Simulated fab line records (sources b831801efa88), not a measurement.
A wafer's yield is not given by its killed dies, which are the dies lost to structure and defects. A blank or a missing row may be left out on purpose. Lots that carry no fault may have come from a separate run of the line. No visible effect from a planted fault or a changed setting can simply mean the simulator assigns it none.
Which tool is to blame?    flow sky130    Sampling: 24 lots, 72 wafers, 6 of 708 route steps

## WHAT EACH GAUGE READ, for each wafer
SKY_FIELD_ISO_BOW_MEAS_00.
lot   measured     on             INCOMING_BOW (um)
L074  day 1 10:01  film_metro-01  1 0 4
L075  day 1 15:02  film_metro-02  -4 10 -1
L076  day 1 20:02  film_metro-01  2 8 -10
L077  day 2 01:01  film_metro-01  -13 0 7
L078  day 2 06:02  film_metro-02  8 -2 1
L079  day 2 11:00  film_metro-02  -2 11 -3
L080  day 2 16:04  film_metro-02  1 -4 7
L081  day 2 21:00  film_metro-01  -4 -6 -6
L082  day 3 02:02  film_metro-04  0 1 6
L083  day 3 07:00  film_metro-04  9 -1 -5
L084  day 3 12:01  film_metro-02  0 9 -1
L085  day 3 17:00  film_metro-04  -4 6 -7
L086  day 3 22:00  film_metro-04  1 0 13
L087  day 4 03:01  film_metro-01  -9 -8 -2
L088  day 4 08:01  film_metro-01  9 -5 3
L089  day 4 13:01  film_metro-04  -8 -2 12
L090  day 4 18:00  film_metro-01  10 -6 -6
L091  day 4 23:00  film_metro-02  5 2 2
L092  day 5 04:02  film_metro-02  -1 12 -6
L093  day 5 09:01  film_metro-01  -2 4 16
L094  day 5 14:00  film_metro-01  1 3 -5
L095  day 5 19:00  film_metro-04  -3 -6 -2
L096  day 6 00:00  film_metro-02  -6 -3 5
L097  day 6 05:01  film_metro-01  -8 12 -5

SKY_FIELD_ISO_THK_MEAS_23.
lot   measured     on             FIELD_ISO_OXIDATION_01_THK (nm)
L074  day 2 09:19  film_metro-01  9.93 9.97 9.67
L075  day 2 12:50  film_metro-01  9.92 9.92 9.98
L076  day 2 19:53  film_metro-04  9.93 9.98 9.82
L077  day 3 01:38  film_metro-01  10.02 10.10 9.92
L078  day 3 06:55  film_metro-01  10.25 10.18 10.10
L079  day 3 11:26  film_metro-04  10.00 9.84 9.96
L080  day 3 15:51  film_metro-01  10.12 9.98 10.06
L081  day 3 21:24  film_metro-04  9.91 9.84 10.05
L082  day 4 02:07  film_metro-02  10.15 10.09 10.27
L083  day 4 06:28  film_metro-04  9.91 9.98 9.88
L084  day 4 11:28  film_metro-02  10.05 9.80 9.81
L085  day 4 19:43  film_metro-04  10.07 10.01 10.22
L086  day 4 23:40  film_metro-02  10.01 10.07 10.00
L087  day 5 02:32  film_metro-02  10.00 10.11 9.88
L088  day 5 08:13  film_metro-01  9.84 9.76 9.73
L089  day 5 14:45  film_metro-01  9.88 9.99 9.87
L090  day 5 20:40  film_metro-02  9.66 9.85 9.76
L091  day 5 23:28  film_metro-01  9.91 9.95 9.93
L092  day 6 06:53  film_metro-01  10.05 9.92 9.92
L093  day 6 09:34  film_metro-01  9.72 9.76 9.71
L094  day 6 15:23  film_metro-01  10.10 10.12 10.03
L095  day 6 20:52  film_metro-01  9.91 9.70 9.89
L096  day 7 04:38  film_metro-02  9.81 9.73 9.64
L097  day 7 11:25  film_metro-02  9.99 9.99 9.89

SKY_NWELL_RS_MEAS_31: a four-point-probe measurement.
lot   measured      on             PWDE_RS (ohm/sq)
L074  day 5 14:11   film_metro-04  5287 5281 5265
L075  day 5 15:27   film_metro-02  5308 5293 5298
L076  day 6 00:52   film_metro-04  5307 5283 5298
L077  day 6 07:14   film_metro-04  5250 5264 5271
L078  day 6 11:53   film_metro-03  5249 5264 5249
L079  day 6 18:13   film_metro-02  5300 5292 5275
L080  day 6 22:04   film_metro-04  5282 5284 5287
L081  day 7 04:19   film_metro-04  5283 5282 5279
L082  day 7 10:35   film_metro-02  5284 5278 5295
L083  day 7 15:43   film_metro-03  5266 5271 5251
L084  day 7 21:32   film_metro-02  5274 5278 5290
L085  day 8 08:22   film_metro-03  5290 5283 5288
L086  day 8 09:58   film_metro-03  5248 5258 5283
L087  day 8 15:16   film_metro-02  5257 5264 5261
L088  day 8 23:37   film_metro-03  5279 5258 5272
L089  day 9 04:59   film_metro-02  5275 5287 5301
L090  day 9 12:51   film_metro-02  5264 5285 5269
L091  day 9 21:03   film_metro-04  5299 5305 5292
L092  day 10 03:48  film_metro-04  5294 5276 5276
L093  day 10 05:29  film_metro-02  5274 5296 5301
L094  day 10 12:46  film_metro-04  5263 5263 5242
L095  day 10 18:55  film_metro-04  5270 5271 5254
L096  day 11 04:04  film_metro-03  5284 5245 5257
L097  day 11 13:11  film_metro-04  5280 5260 5287

SKY_VT_ADJUST_LVTN_TW_MEAS_21.
lot   measured      on             VT_ADJUST_LVTN_2_TW
L074  day 8 01:02   film_metro-02  184.2 184.8 184.1
L075  day 8 05:17   film_metro-03  186.4 186.1 187.0
L076  day 8 14:25   film_metro-02  184.3 184.0 185.8
L077  day 8 20:52   film_metro-02  184.1 184.0 183.4
L078  day 9 02:56   film_metro-03  187.3 187.3 187.8
L079  day 9 09:43   film_metro-01  186.3 186.3 185.1
L080  day 9 15:41   film_metro-02  186.5 186.2 185.5
L081  day 9 21:31   film_metro-02  185.2 185.8 187.2
L082  day 10 04:38  film_metro-03  186.8 187.6 187.1
L083  day 10 11:55  film_metro-02  186.0 186.2 185.2
L084  day 10 17:46  film_metro-02  185.1 185.6 184.7
L085  day 11 05:31  film_metro-03  187.1 187.4 188.0
L086  day 11 07:43  film_metro-02  186.6 185.9 185.1
L087  day 11 13:22  film_metro-02  185.7 185.1 185.3
L088  day 12 00:26  film_metro-02  185.7 186.1 185.3
L089  day 12 06:19  film_metro-03  187.0 186.1 187.0
L090  day 12 14:37  film_metro-01  187.2 188.1 188.6
L091  day 12 23:10  film_metro-01  188.2 186.8 187.6
L092  day 13 07:47  film_metro-03  186.7 187.2 186.5
L093  day 13 10:31  film_metro-01  186.9 186.9 185.9
L094  day 13 18:30  film_metro-02  184.7 184.3 184.0
L095  day 14 01:16  film_metro-02  185.2 186.7 186.4
L096  day 14 12:07  film_metro-01  187.3 186.8 187.6
L097  day 14 21:44  film_metro-01  187.7 186.9 186.3

## WHAT TOOL EACH LOT RAN ON (gives the tool, then ch and the chambers of the sampled wafers, and finally the start)
lot   SKY_FIELD_ISO_ETCH_14              SKY_FIELD_ISO_ETCH_15
L074  rie_diel-01 ch 1,2,3, day 2 07:01  rie_diel-01 ch 1,2,3, day 2 07:03
L075  rie_diel-03 ch 1,2,3, day 2 09:37  rie_diel-03 ch 1,2,3, day 2 09:39
L076  rie_diel-01 ch 0,1, day 2 16:14    rie_diel-01 ch 0,1, day 2 16:16
L077  rie_diel-03 ch 0,3, day 2 21:40    rie_diel-03 ch 0,3, day 2 21:42
L078  rie_diel-03 ch 1,3, day 3 01:53    rie_diel-03 ch 1,3, day 3 01:55
L079  rie_diel-01 ch 0,1,3, day 3 08:19  rie_diel-01 ch 0,1,3, day 3 08:21
L080  rie_diel-01 ch 2,3, day 3 12:38    rie_diel-01 ch 2,3, day 3 12:40
L081  rie_diel-03 ch 0,3, day 3 19:08    rie_diel-03 ch 0,3, day 3 19:10
L082  rie_diel-02 ch 0,1,2, day 4 00:23  rie_diel-02 ch 0,1,2, day 4 00:25
L083  rie_diel-01 ch 2,3, day 4 04:14    rie_diel-01 ch 2,3, day 4 04:16
L084  rie_diel-01 ch 0,2,3, day 4 09:44  rie_diel-01 ch 0,2,3, day 4 09:46
L085  rie_diel-01 ch 0,2,3, day 4 16:29  rie_diel-01 ch 0,2,3, day 4 16:31
L086  rie_diel-01 ch 1,3, day 4 19:35    rie_diel-01 ch 1,3, day 4 19:37
L087  rie_diel-03 ch 1,2, day 5 00:45    rie_diel-03 ch 1,2, day 5 00:47
L088  rie_diel-01 ch 0,3, day 5 06:05    rie_diel-01 ch 0,3, day 5 06:07
L089  rie_diel-01 ch 1,2,3, day 5 11:49  rie_diel-01 ch 1,2,3, day 5 11:51
L090  rie_diel-03 ch 0,2,3, day 5 18:44  rie_diel-03 ch 0,2,3, day 5 18:46
L091  rie_diel-02 ch 0,2,3, day 5 21:44  rie_diel-02 ch 0,2,3, day 5 21:46
L092  rie_diel-01 ch 2,3, day 6 03:11    rie_diel-01 ch 2,3, day 6 03:13
L093  rie_diel-03 ch 0,1,3, day 6 07:20  rie_diel-03 ch 0,1,3, day 6 07:22
L094  rie_diel-02 ch 0,1,2, day 6 12:14  rie_diel-02 ch 0,1,2, day 6 12:16
L095  rie_diel-03 ch 2,3, day 6 19:08    rie_diel-03 ch 2,3, day 6 19:10
L096  rie_diel-02 ch 0,1, day 7 02:55    rie_diel-02 ch 0,1, day 7 02:58
L097  rie_diel-01 ch 2,3, day 7 09:40    rie_diel-01 ch 2,3, day 7 09:42
- SKY_FIELD_ISO_ETCH_14: etches BARC in N2/H2, stops on SiO2, time 45.9 s, target depth 60 nm.
- SKY_FIELD_ISO_ETCH_15: etches the open film in CHF3/O2, stops on Si, target depth 180 nm, time 72 s.

## WHAT THE TOOLS THEMSELVES READ (means of the sampled wafers that have a number; where no wafer has one, the mark that the record gives instead)
SKY_FIELD_ISO_ETCH_14.
lot   tool         drypump_motor_current_A (A)  h2_flow_sccm (sccm)  oes_product_au (a.u.)  throttle_valve_pct (%)
L074  rie_diel-01  6.1                          200.6                0.859                  13.217
L075  rie_diel-03  5.9                          200.0                0.855                  13.222
L076  rie_diel-01  5.8                          200.0                0.857                  13.218
L077  rie_diel-03  5.7                          199.3                0.852                  13.221
L078  rie_diel-03  6.0                          199.9                0.852                  13.227
L079  rie_diel-01  5.8                          200.1                0.856                  13.226
L080  rie_diel-01  6.0                          200.6                0.859                  13.218
L081  rie_diel-03  5.5                          199.6                0.853                  13.232
L082  rie_diel-02  5.4                          200.3                0.853                  13.217
L083  rie_diel-01  6.0                          200.1                0.858                  13.220
L084  rie_diel-01  6.0                          200.1                0.851                  13.222
L085  rie_diel-01  6.0                          199.3                0.857                  13.238
L086  rie_diel-01  5.9                          200.4                0.856                  13.218
L087  rie_diel-03  6.1                          199.8                0.853                  13.225
L088  rie_diel-01  5.7                          199.8                0.853                  13.226
L089  rie_diel-01  6.1                          200.0                0.859                  13.219
L090  rie_diel-03  5.7                          200.1                0.852                  13.240
L091  rie_diel-02  5.5                          200.5                0.854                  13.222
L092  rie_diel-01  6.4                          200.3                0.863                  13.230
L093  rie_diel-03  5.8                          200.2                0.854                  13.226
L094  rie_diel-02  5.4                          200.6                0.857                  13.218
L095  rie_diel-03  5.7                          200.0                0.854                  13.233
L096  rie_diel-02  5.5                          199.9                0.852                  13.224
L097  rie_diel-01  6.4                          199.6                0.859                  13.226

SKY_FIELD_ISO_ETCH_15.
lot   tool         drypump_motor_current_A (A)  oes_product_au (a.u.)  throttle_valve_pct (%)
L074  rie_diel-01  6.1                          0.939                  8.843
L075  rie_diel-03  5.8                          0.934                  8.845
L076  rie_diel-01  5.8                          0.942                  8.848
L077  rie_diel-03  5.7                          0.931                  8.840
L078  rie_diel-03  6.0                          0.946                  8.842
L079  rie_diel-01  5.8                          0.944                  8.838
L080  rie_diel-01  6.0                          0.951                  8.843
L081  rie_diel-03  5.5                          0.947                  8.840
L082  rie_diel-02  5.4                          0.953                  8.844
L083  rie_diel-01  6.0                          0.948                  8.838
L084  rie_diel-01  6.0                          0.940                  8.846
L085  rie_diel-01  6.0                          0.938                  8.851
L086  rie_diel-01  5.8                          0.943                  8.846
L087  rie_diel-03  6.1                          0.943                  8.847
L088  rie_diel-01  5.7                          0.939                  8.849
L089  rie_diel-01  6.1                          0.946                  8.845
L090  rie_diel-03  5.7                          0.941                  8.840
L091  rie_diel-02  5.5                          0.940                  8.842
L092  rie_diel-01  6.4                          0.953                  8.845
L093  rie_diel-03  5.9                          0.952                  8.846
L094  rie_diel-02  5.4                          0.953                  8.848
L095  rie_diel-03  5.6                          0.945                  8.849
L096  rie_diel-02  5.4                          0.950                  8.847
L097  rie_diel-01  6.4                          0.948                  8.850

## THE ANSWER, worked out from the rows above alone
Rule: the usual values come from the lots themselves. The widest of any qualifying gaps counts: lots, ordered by their means at a reading, are off when they make up no more than a third of the lots, leave a main group of 4 or more, and stand apart from it by 3 or more times the standard deviation of that group's means. A main group whose means are all the same, to the digits that the tables above print for the reading, isn't used. Also off: a lot with no number at a reading for which 4 or more lots have one. Where the step has rows for the other lots, those lots are counted as sound. After the gauges, taken in route order, come the tools' own readings; for these a lot's mean is taken, as printed above. At the first step where some lot is off, the reading lying furthest off is the one used; lots without a number count as furthest.
Across all readings shown, no lot is off: no conclusion can be drawn from this.

## WHAT HAD BEEN PUT IN BY THE SIMULATOR
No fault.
